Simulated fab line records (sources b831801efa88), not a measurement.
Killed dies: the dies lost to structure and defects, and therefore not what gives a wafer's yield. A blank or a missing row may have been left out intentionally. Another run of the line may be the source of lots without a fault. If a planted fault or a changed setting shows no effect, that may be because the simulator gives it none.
What tool caused it? :: flow sky130 :: 11 lots, 33 wafers sampled, at 2 steps of a route of 708

## WHAT THE GAUGES SHOWED, per wafer
SKY_CAP2M_THK_MEAS_04: measures by xrf. Usual: CAP2M_TIN_THK typically reads 199.3 nm, with standard deviation 2.1.
lot: L852
measured: day 39 16:55
on: film-metro-04
CAP2M_TIN_THK (nm): 203.4 202.6 201.2
flag: 

lot: L853
measured: day 39 18:10
on: film-metro-01
CAP2M_TIN_THK (nm): 197.4 200.8 198.6
flag: 

lot: L857
measured: day 41 05:50
on: film-metro-03
CAP2M_TIN_THK (nm): 199.5 197.9 199.5
flag: 

lot: L858
measured: day 41 12:13
on: film-metro-04
CAP2M_TIN_THK (nm): 203.2 204.2 202.7
flag: 

lot: L859
measured: day 42 00:55
on: film-metro-04
CAP2M_TIN_THK (nm): 202.2 201.8 201.2
flag: 

lot: L861
measured: day 42 13:42
on: film-metro-04
CAP2M_TIN_THK (nm): 203.0 201.7 199.5
flag: 

lot: L862
measured: day 42 23:35
on: film-metro-01
CAP2M_TIN_THK (nm): 199.1 198.2 197.0
flag: 

lot: L865
measured: day 43 17:23
on: film-metro-01
CAP2M_TIN_THK (nm): 199.3 202.0 200.6
flag: 

lot: L868
measured: day 44 11:10
on: film-metro-01
CAP2M_TIN_THK (nm): 197.5 198.3 198.4
flag: 

lot: L874
measured: day 46 14:05
on: film-metro-04
CAP2M_TIN_THK (nm): 198.6 200.5 201.0
flag: 

lot: L875
measured: day 46 15:47
on: film-metro-03
CAP2M_TIN_THK (nm): 198.7 200.7 200.1
flag: 

## WHAT TOOL EACH LOT RAN ON (gives the tool, then ch and the chambers of the sampled wafers, and finally the start)
lot: L852
SKY_VIA3_ETCH_15: rie-diel-02 ch 1,3, day 39 15:01

lot: L853
SKY_VIA3_ETCH_15: rie-diel-04 ch 0,1,2, day 39 16:14

lot: L857
SKY_VIA3_ETCH_15: rie-diel-03 ch 0,2, day 41 04:02

lot: L858
SKY_VIA3_ETCH_15: rie-diel-03 ch 1,2, day 41 10:25

lot: L859
SKY_VIA3_ETCH_15: rie-diel-02 ch 1,3, day 41 23:02

lot: L861
SKY_VIA3_ETCH_15: rie-diel-03 ch 0,1,2, day 42 11:55

lot: L862
SKY_VIA3_ETCH_15: rie-diel-04 ch 1,2,3, day 42 21:43

lot: L865
SKY_VIA3_ETCH_15: rie-diel-04 ch 1,3, day 43 15:04

lot: L868
SKY_VIA3_ETCH_15: rie-diel-04 ch 0,1, day 44 08:52

lot: L874
SKY_VIA3_ETCH_15: rie-diel-02 ch 0,1,2, day 46 12:14

lot: L875
SKY_VIA3_ETCH_15: rie-diel-04 ch 0,3, day 46 13:58
- SKY_VIA3_ETCH_15: etches SiO2 in C4F8/O2/Ar, stops on TiN, target depth 507 nm, time 78 s.

## WHAT THE TOOLS THEMSELVES READ (means of the sampled wafers that have a number; where no wafer has one, the mark that the record gives instead)
SKY_VIA3_ETCH_15. Usual: oes-product-au reads 0.946 a.u. (standard deviation 0.0046).
lot: L852
tool: rie-diel-02
oes-product-au (a.u.): 0.947
flag: 

lot: L853
tool: rie-diel-04
oes-product-au (a.u.): 0.945
flag: 

lot: L857
tool: rie-diel-03
oes-product-au (a.u.): 0.949
flag: 

lot: L858
tool: rie-diel-03
oes-product-au (a.u.): 0.945
flag: 

lot: L859
tool: rie-diel-02
oes-product-au (a.u.): 0.944
flag: 

lot: L861
tool: rie-diel-03
oes-product-au (a.u.): 0.950
flag: 

lot: L862
tool: rie-diel-04
oes-product-au (a.u.): 0.952
flag: 

lot: L865
tool: rie-diel-04
oes-product-au (a.u.): 0.945
flag: 

lot: L868
tool: rie-diel-04
oes-product-au (a.u.): 0.946
flag: 

lot: L874
tool: rie-diel-02
oes-product-au (a.u.): 0.945
flag: 

lot: L875
tool: rie-diel-04
oes-product-au (a.u.): 0.947
flag: 

## THE ANSWER, worked out from the rows above alone
Rule: a lot counts as off when the mean over its wafers that have a number is more than 3 standard deviations away from the usual mean. A lot without any number at a reading at which 4 lots or more have one is off too. All remaining lots with rows at the step are treated as sound. Order of review: gauges by route order, followed by the tools' own readings, for which a lot's mean as printed above is used. At the first step where some lot is off, the reading lying furthest off is the one used; lots without a number count as furthest.
Nothing can be told from this: no lot is off at any reading shown.

## WHAT THE SIMULATOR PUT IN
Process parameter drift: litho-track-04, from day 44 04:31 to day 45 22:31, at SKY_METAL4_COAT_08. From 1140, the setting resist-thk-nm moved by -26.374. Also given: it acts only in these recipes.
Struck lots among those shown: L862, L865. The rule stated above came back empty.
